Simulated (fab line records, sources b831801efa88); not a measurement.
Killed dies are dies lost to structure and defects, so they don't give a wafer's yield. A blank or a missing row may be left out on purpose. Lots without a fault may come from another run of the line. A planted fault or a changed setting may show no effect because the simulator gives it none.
Split-lot experiment | flow sfq_line | 5 lots, 23 wafers read, on a route of 325 steps

THE SPLIT
At SFQ_TRILAYER_I3_VIA_LITHO_PEB_088 (peb time 60 s), the setting peb_time_s was moved away from the recipe's 60 s on 7 of the 23 wafers read, by -14.9% to -7.7%. The other wafers ran this setting at the recipe's value.

FROM THE SPLIT TO THE READING: what the file shows between them, 1 step
- SFQ_TRILAYER_I3_VIA_BARC_OPEN_VIA_ETCH_121: etches BARC in O2, target depth 125 nm, time 41.7 s (also split here: source_w)

THE READING
I3.cd_nm (the simulator's own value, which no gauge read), in nm, at SFQ_TRILAYER_I3_VIA_ETCH_VIA_ETCH_088 (etches SiO2 in CHF3, stops on Nb, target depth 260 nm). The file gives no usual value for it. The 16 wafers here that ran the recipe average 500.0 nm, standard deviation 1.2 nm.

wafer  | tool, chamber at the split | peb_time_s as run, s | against the recipe | I3.cd_nm, nm | against lot-mates on the recipe
L074.4 | litho_track-04, 0          | 60                   | recipe             | 499.4        | -
L074.5 | litho_track-04, 0          | 60                   | recipe             | 498.5        | -
L074.6 | litho_track-04, 0          | 60                   | recipe             | 499.7        | -
L076.1 | litho_track-02, 0          | 60                   | recipe             | 500.4        | -
L076.2 | litho_track-02, 0          | 60                   | recipe             | 501.7        | -
L076.3 | litho_track-02, 0          | 60                   | recipe             | 500.3        | -
L076.4 | litho_track-02, 0          | 60                   | recipe             | 500.6        | -
L076.6 | litho_track-02, 0          | 60                   | recipe             | 500.6        | -
L080.1 | litho_track-02, 0          | 55.39                | -7.7%              | 491.6        | -7.8
L080.2 | litho_track-02, 0          | 60                   | recipe             | 498          | -
L080.4 | litho_track-02, 0          | 60                   | recipe             | 499.7        | -
L080.5 | litho_track-02, 0          | 60                   | recipe             | 500.5        | -
L080.6 | litho_track-02, 0          | 55.39                | -7.7%              | 487.1        | -12.3
L084.2 | litho_track-02, 0          | 55.07                | -8.2%              | 488.9        | -10.8
L084.3 | litho_track-02, 0          | 60                   | recipe             | 497.8        | -
L084.4 | litho_track-02, 0          | 60                   | recipe             | 499.6        | -
L084.5 | litho_track-02, 0          | 60                   | recipe             | 501.7        | -
L084.6 | litho_track-02, 0          | 55.07                | -8.2%              | 488.1        | -11.6
L085.1 | litho_track-02, 0          | 51.08                | -14.9%             | 477          | -24.0
L085.2 | litho_track-02, 0          | 60                   | recipe             | 502.1        | -
L085.3 | litho_track-02, 0          | 51.08                | -14.9%             | 472.4        | -28.6
L085.5 | litho_track-02, 0          | 51.08                | -14.9%             | 477.8        | -23.2
L085.6 | litho_track-02, 0          | 60                   | recipe             | 499.9        | -

THE FIT
A straight line over all 23 wafers: I3.cd_nm changes by +1.58 nm for each +1% of peb_time_s; r = +0.98; the points scatter about the line by 1.7 nm.
The same after taking each lot's own level away (the mean of its wafers on the recipe; 23 wafers): +1.62 nm for each +1%; r = +0.98; scatter 1.8 nm.
On that fit, the largest move of peb_time_s shifts the reading by 24 nm.
The lots' own levels span 499.20 to 501.00 nm, that is 1.5 times the standard deviation above.
So the lot-to-lot level changes the slope little: the two slopes agree.
Check: with one of the wafers moved furthest among these (-14.9%) left out of the fit, the line predicts -23.8 nm for it against its lot-mates. It came out at -24 nm against them.

OTHER SPLITS ON THESE WAFERS
These wafers also went through other splits before the reading. Each is held against what the fit with the lots' levels taken away leaves over:
other split on the same wafers                      | wafers away from the commonest value | r with I3.cd_nm (lot level and that fit taken away)
SFQ_TRILAYER_I1_VIA_BARC_OPEN_VIA_ETCH_071 time_s   | 6                                    | +0.31
SFQ_TRILAYER_M2_LITHO_COAT_057 spin_rpm             | 5                                    | +0.21
SFQ_TRILAYER_I2_DEP_PECVD_063 time_s                | 5                                    | -0.01
SFQ_TRILAYER_I2_VIA_LITHO_COAT_067 spin_rpm         | 7                                    | -0.32
SFQ_TRILAYER_I2_VIA_BARC_OPEN_VIA_ETCH_096 source_w | 11                                   | -0.29
SFQ_TRILAYER_M3_ETCH_METAL_ETCH_078 icp_w           | 8                                    | -0.24
SFQ_TRILAYER_I3_DEP_PECVD_081 time_s                | 10                                   | -0.18
SFQ_TRILAYER_I3_VIA_BARC_OPEN_VIA_ETCH_121 source_w | 10                                   | +0.01

THE WHOLE CHAIN: every reading that the file lists as answering this split, in the file's order
step                                       | what it does                                          | reading                                                   | change (the file's fit)              | r (the file's)
SFQ_TRILAYER_I3_VIA_BARC_OPEN_VIA_ETCH_121 | etches BARC in O2, target depth 125 nm, time 41.7 s   | I3.cd_nm (the simulator's own value, which no gauge read) | +1.51 nm for each +1% of the setting | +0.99
SFQ_TRILAYER_I3_VIA_ETCH_VIA_ETCH_088      | etches SiO2 in CHF3, stops on Nb, target depth 260 nm | I3.cd_nm (the simulator's own value, which no gauge read) | +1.57 nm for each +1% of the setting | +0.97

THE FILE'S OWN FIT
I3.cd_nm changes by +1.57 nm for each +1% of peb_time_s, r = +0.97.
